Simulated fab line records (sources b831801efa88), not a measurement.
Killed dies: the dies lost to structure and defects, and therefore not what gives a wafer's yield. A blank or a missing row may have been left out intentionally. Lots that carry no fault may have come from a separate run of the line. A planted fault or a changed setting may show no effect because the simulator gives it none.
fab line records	flow sky130
record lots=6	wafers=16	last-day=49
route steps=708 shown POLY_GATE@217 LDD_N@237 PAD_OPEN@708
lots that met no fault: taken from a fault-free run of the same line
start-h: the number of hours between the record's first day and the start of the first shown wafer of the lot	wait-h: how many hours have passed since the lot's step before this one	" as in the row above	L1.1+2: one row covering several wafers at once	- no value present, or no start provided	* or withheld: withheld	< > ~ a bound
route shown NAME@n: a module of which the file shows steps, and the number in the route of the first	usual: the fault-free wafers' mean and standard deviation	same: alike in all rows	chamber/n: place in a boat	sites: per-site readings	_std_site: their standard deviation	_edge_site: mean of outer sites minus mean of inner sites	radius-mm: for every site, how far away it sits from the centre of the wafer	mask NAME#n: copy n	behind: tool/chamber where the wafer was last shaped	hold: cause of the lot's hold/its duration in hours/its outcome	device: the transistor (n, p or np) that didn't switch	end of line: the tests these same wafers got at the end of their route	step lacking rows: just its recipe	killed: at the first sort, the dies lost to defects and structure; wafer yield is something else	map: per-die view of a wafer (x killed, . not killed, _ where there is no die)
set.NAME: the setting as run; set.NAME@STEP: as run at that earlier step	model.NAME: the simulator's own value behind a step, which no gauge read
a table for each step, a row for each wafer; lots at some steps of the route
services: a tool's chamber out of use, with start hour (start-h, from the record's first day; less than 0 if before it), hours out, and reason
## steps
# step SKY_POLY_GATE_CVD_03
# recipe material=Si3N4	precursor=DCS/NH3	target-thk-nm=75	temp-c=770	time-s=1290	pressure-mtorr=250
# step SKY_POLY_GATE_THK_MEAS_04
# recipe reads=Si3N4_of_POLY_GATE_CVD_03
# usual POLY_GATE_CVD_03_THK=74.6/0.74
lot.wafer	tool	chamber	start-h	wait-h	POLY_GATE_CVD_03_THK[nm]
L542.3	film-metro-01	-	339.39	0.0	74.5
L542.4	"	-	"	"	74.4
L542.5	"	-	"	"	75.0
L544.2	film-metro-03	-	363.95	0.0	74.3
L544.3	"	-	"	"	74.3
L544.5	"	-	"	"	73.9
L552.3	film-metro-02	-	428.27	0.0	75.4
L552.5	"	-	"	"	74.7
L554.2	film-metro-02	-	447.04	0.0	75.7
L554.5	"	-	"	"	75.3
L561.2	film-metro-01	-	507.76	0.0	73.3
L561.3	"	-	"	"	73.4
L561.5	"	-	"	"	73.0
L562.3	film-metro-02	-	513.19	0.0	73.8
L562.5	"	-	"	"	74.0
L562.6	"	-	"	"	74.1
# step SKY_POLY_GATE_DEHYDRATE_05
# recipe temp-c=200	time-s=60
# step SKY_POLY_GATE_HMDS_06
# recipe prime-time-s=60	prime-temp-c=120
# step SKY_POLY_GATE_COAT_07
# recipe resist=BARC	temp-c=withheld	time-s=withheld	spin-rpm=3000	resist-thk-nm=110
# step SKY_POLY_GATE_COAT_08
# recipe resist=KrF-thick	spin-rpm=3000	resist-thk-nm=450
# step SKY_POLY_GATE_SOFTBAKE_09
# recipe temp-c=100	time-s=90	resist=KrF-thick
# step SKY_POLY_GATE_EXPOSE_10
# recipe mask-id=P1M	na=0.68	source-shape=conventional	sigma-outer=0.6	target-cd-nm=150	dose-mj=28
# step SKY_POLY_GATE_PEB_11
# recipe peb-temp-c=withheld	peb-time-s=withheld	resist=KrF-thick
# step SKY_POLY_GATE_DEVELOP_12
# recipe develop-time-s=60	resist=KrF-thick	dev-temp-c=21
# step SKY_POLY_GATE_CD_MEAS_13
# recipe target-cd-nm=150
# usual cd-nm=150.2/1.2
lot.wafer	tool	chamber	start-h	wait-h	cd-nm
L542.3	cd-sem-01	-	366.58	-	148.2
L542.4	"	-	"	"	150.0
L542.5	"	-	"	"	148.4
L544.2	cd-sem-01	-	392.84	-	151.4
L544.3	"	-	"	"	151.2
L544.5	"	-	"	"	151.8
L552.3	cd-sem-02	-	459.23	-	149.5
L552.5	"	-	"	"	147.5
L554.2	cd-sem-02	-	477.81	-	148.6
L554.5	"	-	"	"	148.9
L561.2	cd-sem-02	-	537.58	-	151.5
L561.3	"	-	"	"	151.8
L561.5	"	-	"	"	153.2
L562.3	cd-sem-01	-	543.01	-	149.4
L562.5	"	-	"	"	149.7
L562.6	"	-	"	"	150.5
# step SKY_POLY_GATE_OVL_MEAS_14
# usual POLY_GATE_OVL=-3/5.3
lot.wafer	tool	chamber	start-h	wait-h	POLY_GATE_OVL[nm]
L542.3	overlay-02	-	366.67	0.1	-5
L542.4	"	-	"	"	1
L542.5	"	-	"	"	-5
L544.2	overlay-02	-	392.94	0.1	-2
L544.3	"	-	"	"	4
L544.5	"	-	"	"	0
L552.3	overlay-02	-	459.32	0.1	-7
L552.5	"	-	"	"	-6
L554.2	overlay-02	-	477.91	0.1	-5
L554.5	"	-	"	"	-6
L561.2	overlay-01	-	537.69	0.1	-3
L561.3	"	-	"	"	3
L561.5	"	-	"	"	-5
L562.3	overlay-02	-	543.10	0.1	-6
L562.5	"	-	"	"	-5
L562.6	"	-	"	"	1
# step SKY_POLY_GATE_ETCH_15
# recipe chemistry=N2/H2	target=BARC	ion-energy-ev=200	source-w=500	bias-w=100	pressure-mtorr=30	n2-flow-sccm=100	h2-flow-sccm=200	stop-on=SiO2	time-s=118.5	target-depth-a=1100
# usual drypump-motor-current-A=5.8/0.36	n2-flow-sccm=99.99/0.29	oes-product-au=0.716/0.0046	run-length-s=147.0/0.42	throttle-valve-pct=13.213/0.01
lot.wafer	tool	chamber	start-h	wait-h	drypump-motor-current-A	n2-flow-sccm	oes-product-au	rf-hours-counter-h	run-length-s	throttle-valve-pct	model.KrF-thick_of_POLY_GATE_COAT_08.thk-nm	model.POLY_GATE.cd-nm	model.SiO2_of_SONOS_ONO_CVD_04.thk-nm
L542.3	rie-diel-01	3	366.69	0.0	6.3	99.84	0.709	110	146.3	13.213	343.5	147.5	4.297
L542.4	"	0	"	"	5.0	100.11	0.709	98	147.5	13.206	343.6	149.7	4.297
L542.5	"	2	"	"	6.3	100.19	0.715	-	147.5	13.229	344.6	147.1	4.263
L544.2	rie-diel-04	3	392.97	0.0	5.8	100.27	0.719	21	146.5	13.212	344.5	154.2	4.385
L544.3	"	2	"	"	5.6	100.65	0.712	10	147.5	13.192	346.6	150.7	4.395
L544.5	"	0	"	"	6.0	99.61	0.706	-	147.4	13.231	345.6	152.8	4.46
L552.3	rie-diel-01	3	459.34	0.0	6.3	100.52	0.714	1	147.1	13.212	341.9	150	4.162
L552.5	"	3	"	"	6.3	100.73	0.661	-	169.6	13.203	325.2	144.1	3.133
L554.2	rie-diel-01	3	477.94	0.0	6.3	99.76	0.661	2	169.8	13.204	326.5	143.9	3.348
L554.5	"	3	"	"	6.2	100.48	0.665	-	169.4	13.208	325.2	143.8	3.412
L561.2	rie-diel-04	0	537.72	0.0	6.0	99.86	0.721	0	147.5	13.213	345.4	151.3	4.158
L561.3	"	1	"	"	5.3	99.96	0.717	3	146.5	13.219	346.1	151.4	4.288
L561.5	"	3	"	"	5.7	100.39	0.713	-	146.7	13.212	343.4	152.6	4.292
L562.3	rie-diel-04	0	543.12	0.0	6.0	100.12	0.717	0	147.3	13.195	344.7	148.2	4.293
L562.5	"	0	"	"	6.0	99.63	0.725	-	147.8	13.211	344.7	147	4.37
L562.6	"	3	"	"	5.7	100.11	0.724	-	146.7	13.218	343.6	150.3	4.382
# step SKY_POLY_GATE_ETCH_16
# recipe stop-on=poly-Si	chemistry=CH3F/O2	target=Si3N4	source-w=400	bias-w=80	pressure-mtorr=25	ch3f-flow-sccm=40	O2_flow_sccm=30	time-s=147.5	target-depth-a=750
# usual drypump-motor-current-A=5.8/0.36	oes-product-au=0.639/0.0053	run-length-s=176.0/0.41	throttle-valve-pct=10.534/0.0092
lot.wafer	tool	chamber	start-h	wait-h	drypump-motor-current-A	oes-product-au	rf-hours-counter-h	run-length-s	throttle-valve-pct
L542.3	rie-diel-01	3	366.78	0.0	6.3	0.642	110	175.9	10.543
L542.4	"	0	"	"	5.0	0.632	98	175.7	10.547
L542.5	"	2	"	"	6.2	0.643	-	176.3	10.532
L544.2	rie-diel-04	3	393.06	0.0	5.7	0.641	21	175.5	10.543
L544.3	"	2	"	"	5.6	0.642	10	176.3	10.537
L544.5	"	0	"	"	6.0	0.637	-	176.5	10.513
L552.3	rie-diel-01	3	459.43	0.0	6.2	0.647	1	175.8	10.556
L552.5	"	3	"	"	6.2	0.639	-	175.8	10.533
L554.2	rie-diel-01	3	478.03	0.0	6.2	0.632	2	175.6	10.525
L554.5	"	3	"	"	6.2	0.635	-	175.7	10.527
L561.2	rie-diel-04	0	537.80	0.0	6.0	0.640	0	176.6	10.530
L561.3	"	1	"	"	5.3	0.640	3	175.6	10.544
L561.5	"	3	"	"	5.7	0.640	-	175.5	10.526
L562.3	rie-diel-04	0	543.21	0.0	6.0	0.640	0	176.7	10.517
L562.5	"	0	"	"	6.0	0.636	-	176.5	10.542
L562.6	"	3	"	"	5.7	0.634	-	175.7	10.543
# step SKY_POLY_GATE_ETCH_17
# recipe target-depth-nm=180	stop-on=SiO2	over-etch-frac=0.56667	chemistry=HBr/Cl2	target=poly-Si	icp-w=400	bias-w=100	pressure-mtorr=10	HBr_flow_sccm=150	Cl2_flow_sccm=50	time-s=70.5
# usual drypump-motor-current-A=5.6/0.5	oes-product-au=0.987/0.0078	run-length-s=98.7/0.47	throttle-valve-pct=33.685/0.0093
lot.wafer	tool	chamber	start-h	wait-h	drypump-motor-current-A	oes-product-au	rf-hours-counter-h	run-length-s	throttle-valve-pct	model.KrF-thick_of_POLY_GATE_COAT_08.thk-nm	model.POLY_GATE.cd-nm
L542.3	rie-si-02	2	366.87	0.0	5.3	0.989	3	99.5	33.706	140.5	147.7
L542.4	"	0	"	"	6.2	0.990	3	98.3	33.687	137.8	149.7
L542.5	"	1	"	"	5.7	0.989	-	98.7	33.685	140.2	147
L544.2	rie-si-02	2	393.16	0.0	5.3	0.972	3	99.5	33.684	139.5	155.2
L544.3	"	0	"	"	6.3	0.980	3	98.5	33.694	143.7	151.3
L544.5	"	1	"	"	5.7	0.992	-	98.1	33.688	141.5	152.1
L552.3	rie-si-02	2	459.52	0.0	5.3	0.983	3	99.7	33.674	137.4	149.5
L552.5	"	0	"	"	6.2	0.983	-	98.6	33.682	119.9	143.7
L554.2	rie-si-02	3	478.12	0.0	6.5	0.989	5	99.0	33.682	123.9	144.2
L554.5	"	3	"	"	6.5	0.991	-	99.3	33.686	121.3	143.4
L561.2	rie-si-01	0	537.90	0.0	4.9	0.978	3	99.3	33.689	143.4	150.5
L561.3	"	1	"	"	5.2	0.971	2	98.7	33.668	140	151.9
L561.5	"	0	"	"	4.9	0.967	-	99.3	33.700	137.6	151.7
L562.3	rie-si-02	2	543.30	0.0	5.2	0.988	4	99.2	33.680	142.2	148.8
L562.5	"	1	"	"	5.6	0.981	-	98.1	33.675	140.5	146.9
L562.6	"	2	"	"	5.2	0.986	-	99.2	33.682	138.6	150.8
# step SKY_POLY_GATE_STRIP_18
# recipe chemistry=O2/N2	power-w=1400	pressure-mtorr=1500	platen-temp-c=withheld	o2-flow-sccm=3000	n2-flow-sccm=300	overash-fraction=0.5
# usual drypump-motor-current-A=5.8/0.47	n2-flow-sccm=300.0/0.9	oes-product-au=0.361/0.0045	strip-time-to-endpoint-s=3.160/0.03
lot.wafer	tool	chamber	start-h	wait-h	drypump-motor-current-A	n2-flow-sccm	oes-product-au	rf-hours-counter-h	strip-time-to-endpoint-s
L542.3	plasma-asher-03	1	366.96	0.1	6.0	297.7	0.361	-	3.175
L542.4	"	0	"	"	5.8	300.2	0.356	-	3.142
L542.5	"	0	"	"	5.8	300.5	0.362	-	3.175
L544.2	plasma-asher-01	1	393.21	0.0	5.8	298.9	0.354	61	3.165
L544.3	"	0	"	"	5.3	298.8	0.364	-	3.216
L544.5	"	1	"	"	5.7	299.8	0.367	-	3.190
L552.3	plasma-asher-01	0	459.61	0.1	5.3	301.1	0.361	-	3.144
L552.5	"	1	"	"	5.7	299.4	0.351	-	2.942
L554.2	plasma-asher-01	1	478.18	0.0	5.7	300.0	0.348	70	2.995
L554.5	"	1	"	"	5.7	300.0	0.344	-	2.963
L561.2	plasma-asher-02	0	537.95	0.0	6.6	302.0	0.363	36	3.222
L561.3	"	1	"	"	5.5	300.6	0.353	-	3.172
L561.5	"	1	"	"	5.4	300.6	0.358	-	3.154
L562.3	plasma-asher-02	0	543.39	0.1	6.6	299.8	0.367	-	3.181
L562.5	"	1	"	"	5.5	301.1	0.367	-	3.174
L562.6	"	0	"	"	6.6	299.4	0.360	-	3.147
# step SKY_POLY_GATE_CLEAN_19
# recipe chemistry=SC1/SC2	mix=1:4:20	temp-c=70	time-s=150	dry=n2-spin
# step SKY_POLY_GATE_OXIDATION_20
# recipe temp-c=850	ambient=O2	stabilise-s=600	purge-s=300	target-thk-a=40	ox-time-s=899
# step SKY_POLY_GATE_THK_MEAS_21
# recipe reads=SiO2_of_POLY_GATE_OXIDATION_20
# usual POLY_GATE_OXIDATION_THK=4.02/0.078
lot.wafer	tool	chamber	start-h	wait-h	POLY_GATE_OXIDATION_THK[nm]
L542.3	film-metro-03	-	369.61	0.0	4.06
L542.4	"	-	"	"	4.00
L542.5	"	-	"	"	4.00
L544.2	film-metro-03	-	396.32	0.0	4.04
L544.3	"	-	"	"	4.04
L544.5	"	-	"	"	3.99
L552.3	film-metro-01	-	461.63	0.0	4.16
L552.5	"	-	"	"	4.24
L554.2	film-metro-03	-	479.59	0.0	4.16
L554.5	"	-	"	"	4.08
L561.2	film-metro-01	-	539.37	0.0	4.03
L561.3	"	-	"	"	3.99
L561.5	"	-	"	"	3.88
L562.3	film-metro-01	-	544.78	0.0	3.98
L562.5	"	-	"	"	3.98
L562.6	"	-	"	"	3.94
# step SKY_POLY_GATE_CD_MEAS_22
# usual cd-nm=150.0/1.9
lot.wafer	tool	chamber	start-h	wait-h	cd-nm
L542.3	cd-sem-01	-	369.71	0.1	147.7
L542.4	"	-	"	"	149.9
L542.5	"	-	"	"	147.1
L544.2	cd-sem-01	-	396.40	0.1	155.0
L544.3	"	-	"	"	151.2
L544.5	"	-	"	"	152.2
L552.3	cd-sem-02	-	461.73	0.1	149.8
L552.5	"	-	"	"	143.7
L554.2	cd-sem-02	-	479.67	0.1	143.9
L554.5	"	-	"	"	143.3
L561.2	cd-sem-02	-	539.45	0.1	150.6
L561.3	"	-	"	"	152.0
L561.5	"	-	"	"	151.6
L562.3	cd-sem-02	-	544.88	0.1	148.5
L562.5	"	-	"	"	147.3
L562.6	"	-	"	"	151.1
# step SKY_LDD_N_DEHYDRATE_00
# recipe temp-c=200	time-s=60
# step SKY_PAD_OPEN_PROBE_99
# usual killed_at_M0_to_M3=45/7.3	killed_at_M4_up=3.2/1.8	killed-at-contacts=25/5.5	killed-at-front-end=15/4.2	killed-at-other=0.3/0.69	killed-dies=89/9.4	killed-on-rim=17/3.8	killed-open=49/6.6	killed-short=40/6.4
# same gross-dies=492	killed-at-back-side=0
lot.wafer	tool	chamber	start-h	wait-h	killed_at_M0_to_M3	killed_at_M4_up	killed-at-contacts	killed-at-front-end	killed-at-other	killed-dies	killed-on-rim	killed-open	killed-short	model.etest.res-poly.line-ohm-um	model.etest.res-xhigh-po.width-nm	model.etest.res-poly.width-nm	model.etest.res-high-po.width-nm	model.etest.ring_1v8.delay-ps
L542.3	prober-01	-	1076.12	0.2	45	1	21	19	0	86	21	47	38	527.8	348.3	91.46	348.4	20.91
L542.4	prober-01	-	1076.17	0.2	47	8	12	8	0	75	10	42	32	520.2	349.6	94.29	348.9	21.22
L542.5	prober-01	-	1076.22	0.2	49	6	18	10	0	83	17	41	40	526.8	348.2	91.25	348.3	20.45
L544.2	prober-02	-	1092.07	0.1	58	5	25	18	0	106	19	56	50	499.3	356.7	99.55	353.8	22.71
L544.3	prober-02	-	1092.12	0.2	49	5	26	14	0	94	18	60	34	519.9	353.4	96.03	351.1	22.06
L544.5	prober-02	-	1092.22	0.2	60	2	29	16	0	107	23	60	47	506.4	352.9	96.53	351.4	22.15
L552.3	prober-02	-	1132.67	0.2	36	4	28	11	1	80	11	46	33	516.1	350.2	93.93	348.4	21.3
L552.5	prober-02	-	1132.77	0.2	43	4	33	11	0	91	26	42	49	548.7	345	87.97	342	20.12
L554.2	prober-02	-	1145.56	0.1	46	0	30	17	0	93	20	58	33	542.2	344	88.28	343.3	20.53
L554.5	prober-02	-	1145.71	0.2	58	4	29	9	0	100	21	55	45	551.2	343.7	87.44	343.4	20.75
L561.2	prober-01	-	1181.86	0.1	38	1	22	9	0	70	9	39	30	520.8	351	94.76	348.6	21.22
L561.3	prober-01	-	1181.91	0.2	41	3	33	17	0	94	21	51	42	503	353.2	96.38	353.1	21.68
L561.5	prober-01	-	1182.01	0.2	44	3	32	18	0	97	22	58	38	506.1	352.5	96.56	352.7	21.37
L562.3	prober-02	-	1184.79	0.2	61	1	37	20	0	119	23	66	53	508.5	349.7	93.16	350.1	21.16
L562.5	prober-02	-	1184.89	0.2	44	0	33	10	0	87	21	50	37	522.5	347.2	91.07	348.6	20.83
L562.6	prober-02	-	1184.94	0.2	43	1	40	12	0	96	19	56	40	509.7	352.4	95.51	352.1	21.44
# killed by level:class
L542.3 METAL2:geometric-particle:short=10 VIA1:geometric-particle:open=10 VIA2:geometric-particle:open=9 LI_CONTACT:geometric-particle:open=8 VIA3:geometric-particle:open=6 POLY_GATE:geometric-particle:short=5 LOCAL_INTERCONNECT:geometric-particle:short=4 CONTACT:geometric-particle:open=4
L542.4 VIA1:geometric-particle:open=13 METAL2:geometric-particle:short=9 CONTACT:geometric-particle:open=7 VIA2:geometric-particle:open=6 VIA3:geometric-particle:open=6 METAL4:geometric-particle:short=6 METAL1:geometric-particle:short=3 VIA3:geometric-particle:short=3
L542.5 CONTACT:geometric-particle:open=11 VIA1:geometric-particle:open=11 METAL1:geometric-particle:short=7 VIA1:geometric-particle:short=7 METAL3:geometric-particle:short=5 VIA3:geometric-particle:open=5 METAL2:geometric-particle:short=4 VIA2:geometric-particle:open=4
L544.2 VIA1:geometric-particle:short=12 VIA1:geometric-particle:open=10 LI_CONTACT:geometric-particle:open=9 VIA3:geometric-particle:open=9 CONTACT:geometric-particle:short=7 VIA2:geometric-particle:open=7 METAL1:geometric-particle:short=6 FIELD_ISO:geometric-particle:short=5
L544.3 VIA3:geometric-particle:open=12 CONTACT:geometric-particle:open=12 VIA1:geometric-particle:open=11 LI_CONTACT:geometric-particle:open=7 METAL1:geometric-particle:short=7 FIELD_ISO:geometric-particle:short=6 METAL4:geometric-particle:short=5 VIA2:geometric-particle:open=5
L544.5 VIA1:geometric-particle:open=14 LI_CONTACT:geometric-particle:open=12 VIA2:geometric-particle:open=9 CONTACT:geometric-particle:open=8 METAL1:geometric-particle:short=8 VIA1:geometric-particle:short=7 VIA3:geometric-particle:open=6 FIELD_ISO:geometric-particle:short=5
L552.3 CONTACT:geometric-particle:open=12 VIA1:geometric-particle:open=10 LI_CONTACT:geometric-particle:open=7 VIA1:geometric-particle:short=5 METAL2:geometric-particle:short=5 POLY_GATE:geometric-particle:short=4 LOCAL_INTERCONNECT:geometric-particle:short=4 VIA2:geometric-particle:open=4
L552.5 VIA1:geometric-particle:open=10 POLY_GATE:geometric-particle:short=8 CONTACT:geometric-particle:open=8 CONTACT:geometric-particle:short=8 LOCAL_INTERCONNECT:geometric-particle:short=7 VIA2:geometric-particle:open=7 LI_CONTACT:geometric-particle:open=5 VIA1:geometric-particle:short=5
L554.2 VIA1:geometric-particle:open=13 CONTACT:geometric-particle:open=12 LI_CONTACT:geometric-particle:open=9 VIA2:geometric-particle:open=8 LOCAL_INTERCONNECT:geometric-particle:short=5 VIA1:geometric-particle:short=5 VIA3:geometric-particle:open=5 FIELD_ISO:geometric-particle:open=4
L554.5 VIA1:geometric-particle:open=12 CONTACT:geometric-particle:open=12 VIA3:geometric-particle:open=12 CONTACT:geometric-particle:short=9 METAL1:geometric-particle:short=9 LOCAL_INTERCONNECT:geometric-particle:short=6 VIA2:geometric-particle:open=6 METAL2:geometric-particle:short=5
L561.2 CONTACT:geometric-particle:open=10 VIA3:geometric-particle:open=7 VIA1:geometric-particle:open=6 VIA2:geometric-particle:open=6 LI_CONTACT:geometric-particle:open=4 CONTACT:geometric-particle:short=4 METAL2:geometric-particle:short=4 VIA3:geometric-particle:short=4
L561.3 CONTACT:geometric-particle:open=16 VIA2:geometric-particle:open=9 VIA1:geometric-particle:open=8 LOCAL_INTERCONNECT:geometric-particle:short=7 FIELD_ISO:geometric-particle:open=6 CONTACT:geometric-particle:short=6 METAL1:geometric-particle:short=5 FIELD_ISO:geometric-particle:short=4
L561.5 LI_CONTACT:geometric-particle:open=12 CONTACT:geometric-particle:open=11 VIA1:geometric-particle:open=8 METAL1:geometric-particle:short=7 VIA2:geometric-particle:open=7 POLY_GATE:geometric-particle:open=5 VIA1:geometric-particle:short=5 METAL2:geometric-particle:short=5
L562.3 CONTACT:geometric-particle:open=15 VIA1:geometric-particle:open=10 VIA2:geometric-particle:open=9 LI_CONTACT:geometric-particle:open=9 VIA3:geometric-particle:open=9 VIA3:geometric-particle:short=8 METAL2:geometric-particle:short=7 POLY_GATE:geometric-particle:open=6
L562.5 CONTACT:geometric-particle:open=16 VIA1:geometric-particle:open=9 VIA2:geometric-particle:open=9 METAL2:geometric-particle:short=6 VIA3:geometric-particle:open=5 CONTACT:geometric-particle:short=5 LI_CONTACT:geometric-particle:short=4 LI_CONTACT:geometric-particle:open=4
L562.6 CONTACT:geometric-particle:open=17 LI_CONTACT:geometric-particle:open=9 VIA2:geometric-particle:open=9 METAL2:geometric-particle:short=8 LI_CONTACT:geometric-particle:short=7 VIA1:geometric-particle:short=7 POLY_GATE:geometric-particle:open=4 VIA1:geometric-particle:open=4
## services
tool	chamber	start-h	hours	kind
rie-si-01	-	356.12	2.8	pm
rie-diel-01	-	357.46	2.8	pm
rie-si-01	1	366.08	13.6	repair
rie-diel-01	1	369.05	5.8	repair
rie-si-02	-	370.61	0.2	repair
rie-diel-04	1	379.55	-	clean
rie-diel-04	1	379.55	16.0	scheduled-down
rie-diel-04	1	379.55	16.0	vent-cycle
rie-si-01	1	381.91	5.0	repair
rie-si-02	3	392.81	5.3	repair
rie-diel-04	0	398.99	10.0	repair
plasma-asher-01	-	401.25	3.0	repair
plasma-asher-03	-	409.29	1.7	repair
rie-diel-04	-	414.19	4.3	pm
plasma-asher-02	-	420.11	7.4	repair
plasma-asher-03	-	421.25	9.0	pm
rie-si-02	2	427.72	12.0	repair
rie-diel-04	3	433.28	5.0	repair
plasma-asher-02	-	448.04	21.6	pm
rie-si-01	1	468.14	6.6	repair
plasma-asher-02	-	485.15	2.9	repair
rie-diel-01	3	492.55	31.3	repair
rie-diel-04	0	512.02	-	clean
rie-si-01	3	518.29	8.9	repair
## key
first-sign step=SKY_POLY_GATE_ETCH_15	reading=run-length-s	direction=up	sigmas=54	usual=*	struck=*
effect step=SKY_POLY_GATE_ETCH_15	reading=oes-product-au	direction=down	sigmas=12	usual=0.716	struck=0.662
effect step=SKY_POLY_GATE_STRIP_18	reading=strip-time-to-endpoint-s	direction=down	sigmas=6.5	usual=*	struck=*
effect step=SKY_POLY_GATE_CD_MEAS_22	reading=cd-nm	direction=down	sigmas=3.3	usual=150.0	struck=143.7
model-effect step=SKY_POLY_GATE_ETCH_15	value=KrF-thick_of_POLY_GATE_COAT_08.thk-nm	without=343.4	struck=325.6
model-effect step=SKY_POLY_GATE_ETCH_17	value=KrF-thick_of_POLY_GATE_COAT_08.thk-nm	without=139.5	struck=121.7
model-effect step=SKY_PAD_OPEN_PROBE_99	value=etest.res-poly.line-ohm-um	without=521.8	struck=547.4
met-at SKY_POLY_GATE_ETCH_15
struck-wafers L552.5,L554.2,L554.5
tester-left-out L552,L554
onset-between 366.69 459.34
fault kind=process-parameter-drift	tool=rie-diel-01	chamber=-	onset-h=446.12	steps=SKY_POLY_GATE_ETCH_15	channel=time-s	offset=*	shape=step	end-h=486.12	scope=struck-wafers-only	acts-in=*	stated=*
# tester-left-out: of these lots the tester's yield and bins aren't shown, on N5 and GAA mostly nor the transistor test; their killed dies are dies lost to structure and defects alone, not to doping, threshold or leakage, so they don't give the yield
